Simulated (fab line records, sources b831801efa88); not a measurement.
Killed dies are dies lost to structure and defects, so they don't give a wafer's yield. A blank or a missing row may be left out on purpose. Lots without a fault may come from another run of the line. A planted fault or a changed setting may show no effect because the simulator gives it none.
fab line records | flow sky130
record lots=6 wafers=18 last_day=49
route steps=708 shown LDD_N@238 PAD_OPEN@708
lots that met no fault: from a run of the same line without faults
start_h: hours from the record's first day to the start of the lot's first wafer shown | wait_h: hours since the lot's step before | " the same as in the row above | L1.1+2: a row that stands for several wafers | - no value, or no start given | * or withheld: withheld | < > ~ a bound
route shown NAME@n: a module of which the file shows steps, and the number in the route of the first | usual: mean/standard deviation of fault-free wafers | same: alike in all rows | chamber/n: place in a boat | sites: the reading at each site | _std_site: their standard deviation | _edge_site: outer sites' mean less inner sites' | radius_mm: how far each site lies from the wafer's centre | mask NAME#n: copy n | behind: the tool/chamber that last shaped the wafer | hold: why the lot was held/for how many hours/how that ended | device: the transistor (n, p or np) that didn't switch | end of line: the same wafers' tests at the end of the route | a step without rows: its recipe alone | killed: dies lost to structure and defects at the first sort, not the wafer's yield | map: a wafer's dies, x killed, . not, _ none there
set.NAME: the setting as run; set.NAME@STEP: as run at that earlier step | model.NAME: the simulator's own value behind a step, which no gauge read
lots at some steps of the route; a table a step, a row a wafer
services: from which hour (start_h, from the record's first day; less than 0 if before it) a tool's chamber was out of use, for how many hours, and why
## steps
# step SKY_LDD_N_HMDS_01
# recipe prime_time_s=60 prime_temp_c=120
# step SKY_LDD_N_COAT_02
# recipe resist=NOVOLAK spin_rpm=3000 resist_thk_nm=300
# step SKY_LDD_N_SOFTBAKE_03
# recipe temp_c=90 time_s=60 resist=NOVOLAK
# step SKY_LDD_N_EXPOSE_04
# recipe mask_id=NTM target_cd_nm=840 na=0.6 source_shape=conventional sigma_outer=0.6 dose_mj=110
# step SKY_LDD_N_PEB_05
# recipe temp_c=withheld time_s=* resist=NOVOLAK
# step SKY_LDD_N_DEVELOP_06
# recipe develop_time_s=60 dev_temp_c=23
# step SKY_LDD_N_OVL_MEAS_07
# usual LDD_N_OVL=0.6/1.3
# columns lot.wafer tool chamber start_h wait_h LDD_N_OVL[nm]
L147.1 overlay-02 - 399.70 0.1 0.5
L147.2 " - " " -0.6
L147.4 " - " " -0.5
L156.1 overlay-01 - 493.64 0.1 1.3
L156.4 " - " " -0.1
L156.5 " - " " -0.9
L159.3 overlay-01 - 531.81 0.1 2.2
L159.5 " - " " 3.1
L159.6 " - " " 1.2
L166.1 overlay-01 - 583.29 0.1 2.1
L166.5 " - " " 3.0
L166.6 " - " " -0.7
L167.3 overlay-02 - 584.25 0.1 -0.4
L167.4 " - " " -0.7
L167.6 " - " " 1.0
L168.3 overlay-02 - 591.18 0.1 -0.8
L168.5 " - " " 0.9
L168.6 " - " " 1.1
# step SKY_LDD_N_IMPLANT_08
# recipe species=As energy_kev=20 dose_cm2=7.5e+13 tilt_deg=withheld rotation_deg=23
# step SKY_LDD_N_IMPLANT_09
# recipe species=As energy_kev=20 dose_cm2=7.5e+13 tilt_deg=withheld rotation_deg=113
# step SKY_LDD_N_IMPLANT_10
# recipe species=As energy_kev=20 dose_cm2=7.5e+13 tilt_deg=withheld rotation_deg=203
# step SKY_LDD_N_IMPLANT_11
# recipe species=As energy_kev=20 dose_cm2=7.5e+13 tilt_deg=withheld rotation_deg=293
# step SKY_LDD_N_IMPLANT_12
# recipe species=BF2 energy_kev=50 dose_cm2=5e+12 tilt_deg=30 rotation_deg=0
# step SKY_LDD_N_IMPLANT_13
# recipe species=BF2 energy_kev=50 dose_cm2=5e+12 tilt_deg=30 rotation_deg=90
# usual beam_energy_keV=49.997/0.015
# columns lot.wafer tool chamber start_h wait_h beam_energy_keV model.implant.rp_nm model.implant.drp_nm
L147.1 implanter-01 0 400.48 0.1 50.001 32.77 18.83
L147.2 " 0 " " 49.981 32.77 18.83
L147.4 " 0 " " 50.010 32.77 18.83
L156.1 implanter-04 0 494.43 0.1 47.774 30.74 18.22
L156.4 " 0 " " 47.785 30.74 18.22
L156.5 " 0 " " 47.777 30.74 18.22
L159.3 implanter-04 0 532.63 0.1 47.786 31.47 18.22
L159.5 " 0 " " 47.776 31.47 18.22
L159.6 " 0 " " 47.777 31.47 18.22
L166.1 implanter-04 0 584.08 0.1 49.986 31.83 18.83
L166.5 " 0 " " 50.010 31.83 18.83
L166.6 " 0 " " 50.014 31.83 18.83
L167.3 implanter-02 0 585.08 0.1 49.962 31.69 18.83
L167.4 " 0 " " 50.005 31.69 18.83
L167.6 " 0 " " 50.004 31.69 18.83
L168.3 implanter-01 0 592.00 0.1 50.002 31.55 18.83
L168.5 " 0 " " 49.989 31.55 18.83
L168.6 " 0 " " 50.008 31.55 18.83
# step SKY_LDD_N_IMPLANT_14
# recipe species=BF2 energy_kev=50 dose_cm2=5e+12 tilt_deg=30 rotation_deg=180
# step SKY_PAD_OPEN_PROBE_99
# usual killed_at_M0_to_M3=43/6.8 killed_at_M4_up=2.9/1.7 killed_at_contacts=24/5.4 killed_at_front_end=15/4.8 killed_at_other=0.3/0.57 killed_dies=85/9.4 killed_open=47/7.5 killed_short=38/5.7
# same gross_dies=492 killed_at_back_side=0
# columns lot.wafer tool chamber start_h wait_h killed_at_M0_to_M3 killed_at_M4_up killed_at_contacts killed_at_front_end killed_at_other killed_dies killed_open killed_short
L159.3 prober-02 - 1152.09 0.2 49 4 18 15 1 87 47 40
L159.5 prober-02 - 1152.19 0.2 43 5 20 15 0 83 47 36
L159.6 prober-02 - 1152.24 0.2 46 3 32 5 0 86 54 32
L167.3 prober-02 - 1182.86 0.2 43 1 25 15 0 84 51 33
L167.4 prober-02 - 1182.91 0.2 35 0 24 13 1 73 46 27
L167.6 prober-02 - 1183.01 0.2 43 5 27 19 0 94 53 41
# killed by level:class
L159.3 VIA1:geometric_particle:open=11 VIA2:geometric_particle:open=10 VIA3:geometric_particle:open=8 FIELD_ISO:geometric_particle:short=6 POLY_GATE:geometric_particle:short=5 LI_CONTACT:geometric_particle:open=5 CONTACT:geometric_particle:open=5 VIA1:geometric_particle:short=5
L159.5 VIA1:geometric_particle:open=13 METAL2:geometric_particle:short=10 CONTACT:geometric_particle:short=6 LI_CONTACT:geometric_particle:open=6 CONTACT:geometric_particle:open=6 FIELD_ISO:geometric_particle:short=5 VIA3:geometric_particle:open=5 VIA2:geometric_particle:open=5
L159.6 CONTACT:geometric_particle:open=12 VIA3:geometric_particle:open=11 VIA1:geometric_particle:open=10 LI_CONTACT:geometric_particle:open=10 METAL2:geometric_particle:short=8 LOCAL_INTERCONNECT:geometric_particle:short=5 VIA3:geometric_particle:short=5 VIA2:geometric_particle:open=4
L167.3 VIA1:geometric_particle:open=10 METAL1:geometric_particle:short=9 CONTACT:geometric_particle:open=8 LI_CONTACT:geometric_particle:open=8 VIA3:geometric_particle:open=6 FIELD_ISO:geometric_particle:open=5 VIA2:geometric_particle:open=5 FIELD_ISO:geometric_particle:short=4
L167.4 LI_CONTACT:geometric_particle:open=10 METAL1:geometric_particle:short=7 VIA1:geometric_particle:open=7 CONTACT:geometric_particle:open=6 POLY_GATE:geometric_particle:open=4 CONTACT:geometric_particle:short=4 VIA2:geometric_particle:open=4 VIA3:geometric_particle:open=4
L167.6 CONTACT:geometric_particle:open=12 VIA1:geometric_particle:open=10 FIELD_ISO:geometric_particle:short=9 LI_CONTACT:geometric_particle:open=7 VIA3:geometric_particle:open=7 VIA2:geometric_particle:open=6 METAL1:geometric_particle:short=6 FIELD_ISO:geometric_particle:open=4
## services
# columns tool chamber start_h hours kind
implanter-04 - 438.63 5.7 pm
implanter-01 - 451.82 1.8 repair
implanter-01 - 454.15 1.4 repair
implanter-01 - 465.76 5.5 pm
implanter-02 - 466.14 0.8 repair
implanter-04 - 481.34 3.3 repair
implanter-02 - 482.13 6.9 repair
implanter-01 - 501.82 2.4 repair
implanter-01 - 581.44 3.6 repair
implanter-04 - 587.13 5.2 repair
## key
first_sign step=SKY_LDD_N_IMPLANT_13 reading=beam_energy_keV direction=down sigmas=99+ usual=* struck=*
effect none on later readings
model_effect step=SKY_LDD_N_IMPLANT_13 value=implant.rp_nm without=32.53 struck=31.11
met_at SKY_LDD_N_IMPLANT_13
struck_wafers L156.1,L156.4,L156.5,L159.3,L159.5,L159.6
tester_left_out L156,L159
fault kind=process_parameter_drift tool=implanter-04 chamber=- onset_h=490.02 steps=SKY_LDD_N_IMPLANT_13 channel=energy_kev offset=* shape=step end_h=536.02 acts_in=* stated=*
# tester_left_out: of these lots the tester's yield and bins aren't shown, on N5 and GAA mostly nor the transistor test; their killed dies are dies lost to structure and defects alone, not to doping, threshold or leakage, so they don't give the yield
